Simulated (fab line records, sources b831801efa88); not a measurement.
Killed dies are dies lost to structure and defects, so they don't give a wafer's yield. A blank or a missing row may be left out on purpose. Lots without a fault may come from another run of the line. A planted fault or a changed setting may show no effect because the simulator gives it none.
Chamber matching | flow sky130 | SKY_CONTACT_CMP_04 on cmp-02: 4 sister chambers
The step polishes SiO2. 16 wafers are shown with their chamber, then 8 later ones without.

WAFERS WITH THEIR CHAMBER
wafer  | chamber | motor_current_A (A) | time_to_endpoint_s (s)
L141.1 | 0       | 12.8                | 77
L141.4 | 3       | 12.2                | 78
L141.5 | 3       | 12.1                | 76
L148.1 | 1       | 11.2                | 83
L148.2 | 2       | 11.2                | 78
L148.5 | 3       | 11.7                | 73
L147.1 | 3       | 11.6                | 79
L147.2 | 0       | 12.6                | 79
L147.3 | 2       | 11.9                | 80
L149.1 | 2       | 11.0                | 79
L149.2 | 3       | 12.0                | 75
L149.3 | 1       | 10.6                | 78
L152.2 | 1       | 11.1                | 83
L152.4 | 3       | 11.7                | 80
L152.6 | 0       | 13.2                | 80
L158.3 | 0       | 12.5                | 81

SIGNATURES (means of the wafers above)
reading            | chamber 0 | chamber 1 | chamber 2 | chamber 3 | scatter within a chamber
motor_current_A    | 12.775    | 10.967    | 11.367    | 11.883    | 0.323
time_to_endpoint_s | 79.25     | 81.33     | 79.00     | 76.83     | 2.28
Rule: a wafer's distance from a chamber is the root of the sum, over the readings, of the square of ((its reading less the chamber's mean) divided by the reading's scatter). The wafer belongs to the nearest chamber; if the next one is less than 2 further off, it can't be placed. The scatter: the root of (the sum of the squares of (reading less its chamber's mean) over the shown wafers, divided by (wafers less chambers)).

WAFERS WITHOUT THEIR CHAMBER
wafer  | motor_current_A (A) | time_to_endpoint_s (s)
L158.4 | 10.9                | 78
L158.5 | 11.6                | 79
L159.3 | 11.6                | 83
L159.4 | 13.2                | 85
L159.6 | 12.1                | 87
L162.1 | 12.1                | 83
L162.5 | 12.0                | 77
L162.6 | 13.1                | 81

WHICH CHAMBER EACH WENT THROUGH
wafer  | from the rows above               | in truth
L158.4 | can't be placed: 1 or 2 or 3      | 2
L158.5 | can't be placed: 2 or 3 or 1      | 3
L159.3 | can't be placed: 2 or 1 or 3      | 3
L159.4 | 0                                 | 0
L159.6 | can't be placed: 0 or 2 or 1 or 3 | 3
L162.1 | can't be placed: 0 or 3 or 2 or 1 | 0
L162.5 | can't be placed: 3 or 2           | 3
L162.6 | 0                                 | 0
Placed correctly: 2 of 8. Can't be placed from these rows: 6 (the true chamber is among the candidates in 6). Placed wrongly: 0.
